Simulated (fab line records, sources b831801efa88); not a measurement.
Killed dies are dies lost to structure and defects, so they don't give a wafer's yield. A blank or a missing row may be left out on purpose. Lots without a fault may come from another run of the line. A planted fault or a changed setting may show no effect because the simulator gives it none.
A sampling plan put to the test | flow sky130 | one fab line, 56 faults that these records tell of, each judged on the records of the lots that it struck
The plan is the line's own looks: the steps of the route at which a gauge or an inspection reads the wafer and doesn't change it. A look can be judged if struck wafers have a number there and the file gives its usual mean and standard deviation on fault-free wafers. Caught: at a look after the fault's first step, the mean of the struck wafers lies 4 or more of those standard deviations (sigma) from the usual mean. On the tool: the same test on the tool's own readings at the fault's steps. Another recipe on the struck wafers, or a record that is blank for them alone, also counts as caught.

THE FAULTS, as the simulator had put them in
1. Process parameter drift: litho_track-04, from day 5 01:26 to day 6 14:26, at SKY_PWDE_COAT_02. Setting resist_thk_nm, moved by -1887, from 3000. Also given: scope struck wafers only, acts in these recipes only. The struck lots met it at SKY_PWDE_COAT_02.
2. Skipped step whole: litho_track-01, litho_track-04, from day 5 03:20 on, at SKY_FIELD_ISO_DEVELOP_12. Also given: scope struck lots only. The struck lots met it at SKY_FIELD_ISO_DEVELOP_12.
3. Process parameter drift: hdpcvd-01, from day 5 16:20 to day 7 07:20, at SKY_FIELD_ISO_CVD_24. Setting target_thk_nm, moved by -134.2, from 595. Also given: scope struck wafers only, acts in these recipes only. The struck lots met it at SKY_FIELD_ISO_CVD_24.
4. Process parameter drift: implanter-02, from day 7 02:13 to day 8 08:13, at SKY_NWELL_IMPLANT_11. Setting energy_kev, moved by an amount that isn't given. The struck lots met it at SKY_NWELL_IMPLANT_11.
5. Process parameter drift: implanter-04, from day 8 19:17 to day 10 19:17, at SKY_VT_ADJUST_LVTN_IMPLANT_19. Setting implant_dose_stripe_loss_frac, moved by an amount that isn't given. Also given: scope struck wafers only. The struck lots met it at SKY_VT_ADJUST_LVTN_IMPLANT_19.
6. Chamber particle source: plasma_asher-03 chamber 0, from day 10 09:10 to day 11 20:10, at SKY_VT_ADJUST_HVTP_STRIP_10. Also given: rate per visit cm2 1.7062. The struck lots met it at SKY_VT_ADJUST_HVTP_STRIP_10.
7. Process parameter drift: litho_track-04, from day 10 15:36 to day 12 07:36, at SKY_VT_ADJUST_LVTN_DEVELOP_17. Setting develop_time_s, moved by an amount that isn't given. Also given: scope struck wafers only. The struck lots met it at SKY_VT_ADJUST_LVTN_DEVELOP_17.
8. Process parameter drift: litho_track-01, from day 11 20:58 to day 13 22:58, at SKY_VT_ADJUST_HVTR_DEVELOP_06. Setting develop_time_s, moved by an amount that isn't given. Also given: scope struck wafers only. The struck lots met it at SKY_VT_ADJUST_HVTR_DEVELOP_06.
9. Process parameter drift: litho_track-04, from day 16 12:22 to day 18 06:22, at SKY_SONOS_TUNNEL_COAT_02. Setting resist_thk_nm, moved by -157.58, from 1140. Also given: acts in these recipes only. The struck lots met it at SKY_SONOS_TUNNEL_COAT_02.
10. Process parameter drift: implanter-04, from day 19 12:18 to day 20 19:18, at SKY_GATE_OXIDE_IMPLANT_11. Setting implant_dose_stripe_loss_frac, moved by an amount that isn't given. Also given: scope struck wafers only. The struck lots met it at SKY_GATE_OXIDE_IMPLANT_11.
11. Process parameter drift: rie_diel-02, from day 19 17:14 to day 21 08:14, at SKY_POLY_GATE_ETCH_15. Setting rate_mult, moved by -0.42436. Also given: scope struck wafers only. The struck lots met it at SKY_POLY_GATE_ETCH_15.
12. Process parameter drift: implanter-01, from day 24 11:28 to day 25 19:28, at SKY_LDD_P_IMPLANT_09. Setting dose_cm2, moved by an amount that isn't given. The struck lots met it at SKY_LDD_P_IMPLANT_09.
13. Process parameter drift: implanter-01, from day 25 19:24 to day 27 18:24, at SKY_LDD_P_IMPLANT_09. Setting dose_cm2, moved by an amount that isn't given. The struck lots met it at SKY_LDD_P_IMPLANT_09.
14. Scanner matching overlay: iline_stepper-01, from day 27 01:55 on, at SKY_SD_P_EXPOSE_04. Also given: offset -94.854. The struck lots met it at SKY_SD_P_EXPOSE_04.
15. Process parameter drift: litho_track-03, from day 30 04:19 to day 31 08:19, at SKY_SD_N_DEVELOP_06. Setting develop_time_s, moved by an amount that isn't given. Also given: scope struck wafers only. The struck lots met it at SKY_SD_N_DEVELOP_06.
16. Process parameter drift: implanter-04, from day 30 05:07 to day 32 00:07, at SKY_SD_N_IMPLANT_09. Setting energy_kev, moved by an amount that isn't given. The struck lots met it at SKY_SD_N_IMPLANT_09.
17. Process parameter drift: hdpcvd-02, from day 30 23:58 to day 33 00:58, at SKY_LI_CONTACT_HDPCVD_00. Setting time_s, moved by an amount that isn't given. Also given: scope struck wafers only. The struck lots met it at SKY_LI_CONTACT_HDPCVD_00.
18. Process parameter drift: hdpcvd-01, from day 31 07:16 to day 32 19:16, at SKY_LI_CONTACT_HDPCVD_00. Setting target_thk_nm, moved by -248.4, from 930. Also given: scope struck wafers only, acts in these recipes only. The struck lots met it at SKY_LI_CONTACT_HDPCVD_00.
19. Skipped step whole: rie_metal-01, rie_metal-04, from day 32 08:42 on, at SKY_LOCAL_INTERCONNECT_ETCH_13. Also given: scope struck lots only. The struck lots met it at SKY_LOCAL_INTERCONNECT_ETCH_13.
20. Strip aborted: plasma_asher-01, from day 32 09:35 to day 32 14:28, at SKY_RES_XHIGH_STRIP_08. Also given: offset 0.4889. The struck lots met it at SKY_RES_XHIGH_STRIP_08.
21. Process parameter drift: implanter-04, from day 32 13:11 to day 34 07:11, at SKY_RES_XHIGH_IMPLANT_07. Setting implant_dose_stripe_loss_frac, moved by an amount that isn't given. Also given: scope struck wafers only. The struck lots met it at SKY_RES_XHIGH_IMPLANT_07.
22. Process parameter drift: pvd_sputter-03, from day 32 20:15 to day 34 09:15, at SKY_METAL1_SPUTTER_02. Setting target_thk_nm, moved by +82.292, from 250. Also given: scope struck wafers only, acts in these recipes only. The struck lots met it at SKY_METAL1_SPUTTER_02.
23. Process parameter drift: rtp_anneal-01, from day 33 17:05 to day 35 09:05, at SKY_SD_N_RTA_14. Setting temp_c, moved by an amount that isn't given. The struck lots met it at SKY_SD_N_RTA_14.
24. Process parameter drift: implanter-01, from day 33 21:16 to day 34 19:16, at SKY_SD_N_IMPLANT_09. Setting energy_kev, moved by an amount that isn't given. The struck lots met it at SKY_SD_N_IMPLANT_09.
25. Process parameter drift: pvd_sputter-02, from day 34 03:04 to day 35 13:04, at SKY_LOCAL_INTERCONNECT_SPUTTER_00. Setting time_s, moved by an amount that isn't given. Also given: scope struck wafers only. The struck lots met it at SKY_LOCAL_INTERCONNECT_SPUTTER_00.
26. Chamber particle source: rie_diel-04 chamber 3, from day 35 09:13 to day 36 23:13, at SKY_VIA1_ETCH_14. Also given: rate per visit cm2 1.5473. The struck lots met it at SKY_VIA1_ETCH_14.
27. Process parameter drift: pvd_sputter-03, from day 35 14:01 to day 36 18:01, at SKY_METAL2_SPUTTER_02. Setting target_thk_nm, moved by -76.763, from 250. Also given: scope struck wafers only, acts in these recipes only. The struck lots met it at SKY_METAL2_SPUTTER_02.
28. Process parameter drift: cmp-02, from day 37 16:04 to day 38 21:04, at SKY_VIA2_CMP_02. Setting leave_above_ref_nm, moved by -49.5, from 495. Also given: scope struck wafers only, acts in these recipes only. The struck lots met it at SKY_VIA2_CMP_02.
29. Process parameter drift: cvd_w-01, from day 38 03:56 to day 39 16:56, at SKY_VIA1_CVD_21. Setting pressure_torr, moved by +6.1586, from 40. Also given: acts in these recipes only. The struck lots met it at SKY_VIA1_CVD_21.
30. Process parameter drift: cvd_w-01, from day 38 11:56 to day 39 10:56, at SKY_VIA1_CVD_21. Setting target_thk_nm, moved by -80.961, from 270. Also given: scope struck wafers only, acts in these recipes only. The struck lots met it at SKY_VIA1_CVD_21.
31. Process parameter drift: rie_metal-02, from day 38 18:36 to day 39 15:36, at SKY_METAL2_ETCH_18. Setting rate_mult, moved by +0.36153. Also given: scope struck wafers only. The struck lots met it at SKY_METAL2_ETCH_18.
32. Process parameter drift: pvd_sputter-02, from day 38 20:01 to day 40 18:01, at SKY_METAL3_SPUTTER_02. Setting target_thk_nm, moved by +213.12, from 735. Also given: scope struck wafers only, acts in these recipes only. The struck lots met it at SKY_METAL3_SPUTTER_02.
33. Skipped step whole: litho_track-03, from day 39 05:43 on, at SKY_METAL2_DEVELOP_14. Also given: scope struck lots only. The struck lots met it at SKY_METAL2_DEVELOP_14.
34. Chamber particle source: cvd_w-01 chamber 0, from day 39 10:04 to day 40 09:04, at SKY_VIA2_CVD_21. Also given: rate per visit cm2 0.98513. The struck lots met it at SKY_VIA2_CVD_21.
35. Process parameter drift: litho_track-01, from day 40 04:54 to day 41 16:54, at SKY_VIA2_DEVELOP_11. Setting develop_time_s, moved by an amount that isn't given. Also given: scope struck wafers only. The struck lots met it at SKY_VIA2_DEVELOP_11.
36. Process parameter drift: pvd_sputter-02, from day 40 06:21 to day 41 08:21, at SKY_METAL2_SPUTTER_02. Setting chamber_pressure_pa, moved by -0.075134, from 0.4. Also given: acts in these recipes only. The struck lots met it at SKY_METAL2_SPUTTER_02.
37. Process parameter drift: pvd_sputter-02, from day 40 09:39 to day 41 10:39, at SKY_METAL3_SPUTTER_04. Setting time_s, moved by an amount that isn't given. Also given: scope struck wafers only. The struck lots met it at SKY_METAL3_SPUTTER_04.
38. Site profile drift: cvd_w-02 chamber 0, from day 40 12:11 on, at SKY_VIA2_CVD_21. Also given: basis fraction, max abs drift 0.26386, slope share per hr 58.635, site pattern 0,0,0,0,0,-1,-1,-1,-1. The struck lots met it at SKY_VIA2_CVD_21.
39. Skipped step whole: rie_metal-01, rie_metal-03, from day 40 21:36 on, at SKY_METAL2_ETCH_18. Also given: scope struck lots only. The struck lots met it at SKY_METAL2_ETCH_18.
40. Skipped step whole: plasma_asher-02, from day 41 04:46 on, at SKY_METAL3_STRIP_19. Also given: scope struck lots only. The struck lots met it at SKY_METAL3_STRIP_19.
41. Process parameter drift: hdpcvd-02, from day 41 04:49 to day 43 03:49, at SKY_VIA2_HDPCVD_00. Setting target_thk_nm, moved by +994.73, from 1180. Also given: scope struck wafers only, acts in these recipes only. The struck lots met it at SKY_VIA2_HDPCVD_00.
42. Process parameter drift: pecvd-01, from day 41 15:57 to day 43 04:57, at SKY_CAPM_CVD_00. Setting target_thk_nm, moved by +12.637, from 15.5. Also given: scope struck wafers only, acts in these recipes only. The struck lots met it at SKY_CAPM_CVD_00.
43. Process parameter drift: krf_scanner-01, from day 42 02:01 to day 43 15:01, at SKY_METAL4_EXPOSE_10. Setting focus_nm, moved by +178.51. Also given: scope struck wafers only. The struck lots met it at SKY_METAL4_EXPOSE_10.
44. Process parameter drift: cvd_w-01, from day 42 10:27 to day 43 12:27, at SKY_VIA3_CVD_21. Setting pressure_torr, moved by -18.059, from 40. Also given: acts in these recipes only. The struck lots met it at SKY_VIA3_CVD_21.
45. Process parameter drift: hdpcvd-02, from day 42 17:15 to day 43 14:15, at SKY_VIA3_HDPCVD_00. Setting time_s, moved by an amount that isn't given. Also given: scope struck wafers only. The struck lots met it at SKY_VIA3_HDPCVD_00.
46. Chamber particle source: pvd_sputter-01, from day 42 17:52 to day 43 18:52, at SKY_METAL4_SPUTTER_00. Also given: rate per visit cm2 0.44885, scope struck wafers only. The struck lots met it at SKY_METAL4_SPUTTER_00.
47. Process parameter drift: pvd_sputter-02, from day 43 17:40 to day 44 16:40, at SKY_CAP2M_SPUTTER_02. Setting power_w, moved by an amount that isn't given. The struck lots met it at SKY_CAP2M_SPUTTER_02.
48. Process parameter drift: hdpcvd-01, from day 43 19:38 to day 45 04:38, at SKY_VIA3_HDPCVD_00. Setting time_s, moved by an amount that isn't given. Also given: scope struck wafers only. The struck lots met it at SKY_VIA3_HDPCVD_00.
49. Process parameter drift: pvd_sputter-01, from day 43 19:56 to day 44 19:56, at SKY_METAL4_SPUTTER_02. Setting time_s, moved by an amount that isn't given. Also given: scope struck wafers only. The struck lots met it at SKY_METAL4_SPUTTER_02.
50. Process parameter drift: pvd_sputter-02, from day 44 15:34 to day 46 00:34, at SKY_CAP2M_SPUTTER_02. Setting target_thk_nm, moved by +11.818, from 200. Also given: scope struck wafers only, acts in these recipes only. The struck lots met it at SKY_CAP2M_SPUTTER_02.
51. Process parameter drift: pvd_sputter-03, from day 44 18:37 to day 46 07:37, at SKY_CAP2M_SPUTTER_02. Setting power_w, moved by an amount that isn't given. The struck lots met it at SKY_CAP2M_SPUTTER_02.
52. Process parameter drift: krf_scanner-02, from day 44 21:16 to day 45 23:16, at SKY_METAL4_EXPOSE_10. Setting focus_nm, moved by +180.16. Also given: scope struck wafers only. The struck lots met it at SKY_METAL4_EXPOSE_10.
53. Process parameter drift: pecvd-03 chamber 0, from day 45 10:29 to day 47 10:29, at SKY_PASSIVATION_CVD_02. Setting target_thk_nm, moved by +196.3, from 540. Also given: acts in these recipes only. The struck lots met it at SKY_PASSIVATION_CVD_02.
54. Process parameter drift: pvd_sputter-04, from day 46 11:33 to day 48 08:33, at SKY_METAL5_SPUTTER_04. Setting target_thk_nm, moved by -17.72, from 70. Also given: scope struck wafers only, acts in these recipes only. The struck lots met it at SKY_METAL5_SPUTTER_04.
55. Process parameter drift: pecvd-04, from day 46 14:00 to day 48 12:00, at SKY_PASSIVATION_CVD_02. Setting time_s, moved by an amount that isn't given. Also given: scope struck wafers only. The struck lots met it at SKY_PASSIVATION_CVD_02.
56. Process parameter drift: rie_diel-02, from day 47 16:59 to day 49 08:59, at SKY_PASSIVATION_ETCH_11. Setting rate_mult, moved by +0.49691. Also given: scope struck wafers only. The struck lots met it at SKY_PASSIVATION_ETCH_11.

WHAT THE PLAN SAW
fault | on the tool itself                               | first look that catches it                      | reading, sigma                                                         | median hours from its first step to that look | hours from the fault's start to the first struck lot there | judged looks passed uncaught
1     | under 2 sigma                                    | not the one look that can be judged after it    | -                                                                      | -                                             | -                                                          | 1
2     | no reading that can be judged                    | no look after it can be judged                  | -                                                                      | -                                             | -                                                          | 0
3     | under 2 sigma                                    | SKY_FIELD_ISO_THK_MEAS_25                       | FIELD_ISO_CVD_24_THK -21                                               | 0.1                                           | 3                                                          | 0
4     | beam_energy_keV -99 or beyond sigma              | SKY_NWELL_RS_MEAS_29                            | NWELL_RS +5.3                                                          | 22.1                                          | 24                                                         | 0
5     | under 2 sigma                                    | none of the 7 looks that can be judged after it | strongest: VT_ADJUST_LVTN_2_TW at SKY_VT_ADJUST_LVTN_TW_MEAS_21, -2.5  | -                                             | -                                                          | 7
6     | under 2 sigma                                    | not the one look that can be judged after it    | -                                                                      | -                                             | -                                                          | 1
7     | under 2 sigma                                    | SKY_VT_ADJUST_LVTN_TW_MEAS_21                   | VT_ADJUST_LVTN_2_TW -99 or beyond                                      | 0.4                                           | 4                                                          | 0
8     | under 2 sigma                                    | SKY_VT_ADJUST_HVTR_TW_MEAS_11                   | VT_ADJUST_HVTR_TW -74                                                  | 0.6                                           | 8                                                          | 0
9     | under 2 sigma                                    | SKY_SONOS_TUNNEL_CD_MEAS_07                     | cd_nm +5.4                                                             | 14.9                                          | 27                                                         | 0
10    | no reading that can be judged                    | none of the 5 looks that can be judged after it | -                                                                      | -                                             | -                                                          | 5
11    | under 2 sigma                                    | SKY_POLY_GATE_CD_MEAS_22                        | cd_nm +6.3                                                             | 2.2                                           | 14                                                         | 1
12    | dose_ions_cm2 -99 or beyond sigma                | SKY_LDD_P_TW_MEAS_11                            | LDD_P_TW -49                                                           | 0.2                                           | 13                                                         | 0
13    | dose_ions_cm2 -99 or beyond sigma                | SKY_LDD_P_TW_MEAS_11                            | LDD_P_TW -58                                                           | 0.2                                           | 2                                                          | 0
14    | under 2 sigma                                    | SKY_SD_P_OVL_MEAS_08                            | SD_P_OVL -68                                                           | 14.2                                          | 41                                                         | 0
15    | no reading that can be judged                    | SKY_SD_N_CD_MEAS_07                             | cd_nm +5.3                                                             | 0.1                                           | 10                                                         | 0
16    | beam_energy_keV -99 or beyond sigma              | SKY_SD_N_TW_MEAS_12                             | SD_N_TW -5.4                                                           | 0.4                                           | 5                                                          | 0
17    | run_length_s +42 sigma                           | SKY_LI_CONTACT_THK_MEAS_01                      | LI_CONTACT_HDPCVD_THK +20                                              | 0.1                                           | 28                                                         | 0
18    | no reading that can be judged                    | SKY_LI_CONTACT_THK_MEAS_01                      | LI_CONTACT_HDPCVD_THK -31                                              | 0.1                                           | 4                                                          | 0
19    | the tool's record is blank for the struck wafers | no look after it can be judged                  | -                                                                      | -                                             | -                                                          | 0
20    | oes_product_au +53 sigma                         | SKY_SD_N_TW_MEAS_12                             | SD_N_TW -99 or beyond                                                  | 27.7                                          | 32                                                         | 0
21    | under 2 sigma                                    | no look after it can be judged                  | -                                                                      | -                                             | -                                                          | 0
22    | under 2 sigma                                    | SKY_METAL1_RS_MEAS_05                           | METAL1_ALCU_RS -24                                                     | 0.1                                           | 10                                                         | 0
23    | wafer_temp_C_max +24 sigma                       | SKY_SD_N_RS_MEAS_16                             | SD_N_RS -33                                                            | 0.2                                           | 9                                                          | 0
24    | beam_energy_keV +99 or beyond sigma              | SKY_SD_N_RS_MEAS_16                             | SD_N_RS -10                                                            | 0.7                                           | 4                                                          | 0
25    | under 2 sigma                                    | SKY_LOCAL_INTERCONNECT_RS_MEAS_01               | LOCAL_INTERCONNECT_TIN_RS +7.7                                         | 0.1                                           | 27                                                         | 0
26    | under 2 sigma                                    | none of the 6 looks that can be judged after it | -                                                                      | -                                             | -                                                          | 6
27    | under 2 sigma                                    | SKY_METAL2_RS_MEAS_05                           | METAL2_ALCU_RS +44                                                     | 0.1                                           | 12                                                         | 0
28    | under 2 sigma                                    | not the one look that can be judged after it    | -                                                                      | -                                             | -                                                          | 1
29    | chamber_pressure_Torr +70 sigma                  | SKY_VIA1_RS_MEAS_22                             | VIA1_W_RS -6.8                                                         | 0.1                                           | 4                                                          | 0
30    | under 2 sigma                                    | SKY_VIA1_RS_MEAS_22                             | VIA1_W_RS +45                                                          | 0.1                                           | 5                                                          | 0
31    | under 2 sigma                                    | no look after it can be judged                  | -                                                                      | -                                             | -                                                          | 0
32    | under 2 sigma                                    | none of the 3 looks that can be judged after it | -                                                                      | -                                             | -                                                          | 3
33    | no reading that can be judged                    | no look after it can be judged                  | -                                                                      | -                                             | -                                                          | 0
34    | under 2 sigma                                    | not the one look that can be judged after it    | -                                                                      | -                                             | -                                                          | 1
35    | no reading that can be judged                    | none of the 2 looks that can be judged after it | strongest: cd_nm at SKY_VIA2_CD_MEAS_12, +3.3                          | -                                             | -                                                          | 2
36    | chamber_pressure_pa -97 sigma                    | SKY_METAL2_RS_MEAS_05                           | METAL2_ALCU_RS -4.7                                                    | 0.1                                           | 9                                                          | 0
37    | under 2 sigma                                    | no look after it can be judged                  | -                                                                      | -                                             | -                                                          | 0
38    | under 2 sigma                                    | SKY_VIA2_RS_MEAS_22                             | VIA2_W_RS +17                                                          | 0.1                                           | 7                                                          | 0
39    | the tool's record is blank for the struck wafers | no look after it can be judged                  | -                                                                      | -                                             | -                                                          | 0
40    | no reading that can be judged                    | no look after it can be judged                  | -                                                                      | -                                             | -                                                          | 0
41    | no reading that can be judged                    | SKY_VIA2_THK_MEAS_01                            | VIA2_HDPCVD_THK +82                                                    | 0.1                                           | 6                                                          | 0
42    | under 2 sigma                                    | SKY_CAPM_THK_MEAS_01                            | CAPM_CVD_00_THK +60                                                    | 0.0                                           | 21                                                         | 0
43    | under 2 sigma                                    | SKY_METAL4_CD_MEAS_13                           | cd_nm -11                                                              | 10.9                                          | 16                                                         | 0
44    | chamber_pressure_Torr -99 or beyond sigma        | SKY_VIA3_RS_MEAS_22                             | VIA3_W_RS +30                                                          | 0.1                                           | 8                                                          | 0
45    | run_length_s -99 or beyond sigma                 | SKY_VIA3_THK_MEAS_01                            | VIA3_HDPCVD_THK -53                                                    | 0.2                                           | 9                                                          | 0
46    | under 2 sigma                                    | no look after it can be judged                  | -                                                                      | -                                             | -                                                          | 0
47    | cathode_dc_power_W -99 or beyond sigma           | SKY_CAP2M_RS_MEAS_03                            | CAP2M_TIN_RS +16                                                       | 0.1                                           | 9                                                          | 0
48    | run_length_s +99 or beyond sigma                 | SKY_VIA3_THK_MEAS_01                            | VIA3_HDPCVD_THK +24                                                    | 0.2                                           | 5                                                          | 0
49    | under 2 sigma                                    | not the one look that can be judged after it    | -                                                                      | -                                             | -                                                          | 1
50    | under 2 sigma                                    | SKY_CAP2M_RS_MEAS_03                            | CAP2M_TIN_RS -5.1                                                      | 0.1                                           | 8                                                          | 0
51    | cathode_dc_power_W -99 or beyond sigma           | SKY_CAP2M_RS_MEAS_03                            | CAP2M_TIN_RS +5.4                                                      | 0.1                                           | 21                                                         | 0
52    | no reading that can be judged                    | SKY_METAL4_CD_MEAS_13                           | cd_nm -10                                                              | 10.6                                          | 13                                                         | 0
53    | under 2 sigma                                    | SKY_PASSIVATION_THK_MEAS_03                     | PASSIVATION_CVD_02_THK +28                                             | 0.2                                           | 3                                                          | 0
54    | under 2 sigma                                    | SKY_METAL5_THK_MEAS_06                          | METAL5_ALCU_THK +4.0                                                   | 0.2                                           | 5                                                          | 1
55    | under 2 sigma                                    | not the one look that can be judged after it    | strongest: PASSIVATION_CVD_02_THK at SKY_PASSIVATION_THK_MEAS_03, +3.6 | -                                             | -                                                          | 1
56    | under 2 sigma                                    | no look after it can be judged                  | -                                                                      | -                                             | -                                                          | 0
A dash: the fault isn't caught, or these records don't give the number.

Caught at a look: 35 of 56. Caught on the tool: 17 of 56. By one or the other: 37 of 56.
Caught on the tool alone: faults 19, 39.
Caught at a look alone: faults 3, 7, 8, 9, 11, 14, 15, 18, 22, 25, 27, 30, 38, 41, 42, 43, 50, 52, 53, 54.
Caught by neither: faults 1, 2, 5, 6, 10, 21, 26, 28, 31, 32, 33, 34, 35, 37, 40, 46, 49, 55, 56.

THINNER SAMPLING
If the look that catches a fault measured only every second or every third lot, by lot number, the first struck lot would be measured this late in the worst case:
fault | struck lots at that look, in order of time | every lot | every second lot | every third lot
3     | L706, L708                                 | 3 h       | may miss all 2   | may miss all 2
4     | L337, L340                                 | 24 h      | 44 h             | may miss all 2
7     | L295, L296                                 | 4 h       | 11 h             | may miss all 2
8     | L236, L237                                 | 8 h       | 16 h             | may miss all 2
9     | L392, L394                                 | 27 h      | may miss all 2   | may miss all 2
11    | L312, L315                                 | 14 h      | 40 h             | may miss all 2
12    | L753, L754, L755                           | 13 h      | 21 h             | 30 h
13    | L972, L974                                 | 2 h       | may miss all 2   | may miss all 2
14    | L264, L265, L266                           | 41 h      | 48 h             | 65 h
15    | L847, L848                                 | 10 h      | 22 h             | may miss all 2
16    | L778, L779                                 | 5 h       | 10 h             | may miss all 2
17    | L398, L399                                 | 28 h      | 36 h             | may miss all 2
18    | L941, L942                                 | 4 h       | 21 h             | may miss all 2
20    | L755                                       | 32 h      | may miss it      | may miss it
22    | L389, L390, L391                           | 10 h      | 16 h             | 21 h
23    | L131, L133                                 | 9 h       | may miss all 2   | may miss all 2
24    | L885, L886                                 | 4 h       | 7 h              | may miss all 2
25    | L845                                       | 27 h      | may miss it      | may miss it
27    | L320, L321                                 | 12 h      | 20 h             | may miss all 2
29    | L807, L808, L809                           | 4 h       | 13 h             | 17 h
30    | L667, L668, L669                           | 5 h       | 9 h              | 16 h
36    | L780, L782                                 | 9 h       | may miss all 2   | may miss all 2
38    | L714, L715                                 | 7 h       | 13 h             | may miss all 2
41    | L668, L670                                 | 6 h       | may miss all 2   | may miss all 2
42    | L528, L529                                 | 21 h      | 25 h             | may miss all 2
43    | L969, L970                                 | 16 h      | 24 h             | may miss all 2
44    | L235, L237                                 | 8 h       | may miss all 2   | may miss all 2
45    | L705, L706                                 | 9 h       | 15 h             | may miss all 2
47    | L309, L310                                 | 9 h       | 14 h             | may miss all 2
48    | L458, L461                                 | 5 h       | 22 h             | may miss all 2
50    | L325, L326                                 | 8 h       | 9 h              | may miss all 2
51    | L763, L765                                 | 21 h      | may miss all 2   | may miss all 2
52    | L731, L732, L733                           | 13 h      | 20 h             | 25 h
53    | L880, L883, L884                           | 3 h       | 22 h             | may miss all 3
54    | L472                                       | 5 h       | may miss it      | may miss it
Hours are from the fault's start to the first struck lot that is measured. The limit of 4 sigma was tested on all struck wafers together, so one lot alone may lie under it. Other struck lots may not be in these records.

THE LONGEST TIMED WAY FROM STEP TO LOOK
Fault 20: a median of 27.7 hours passes between SKY_RES_XHIGH_STRIP_08 and SKY_SD_N_TW_MEAS_12. No look between them can be judged.
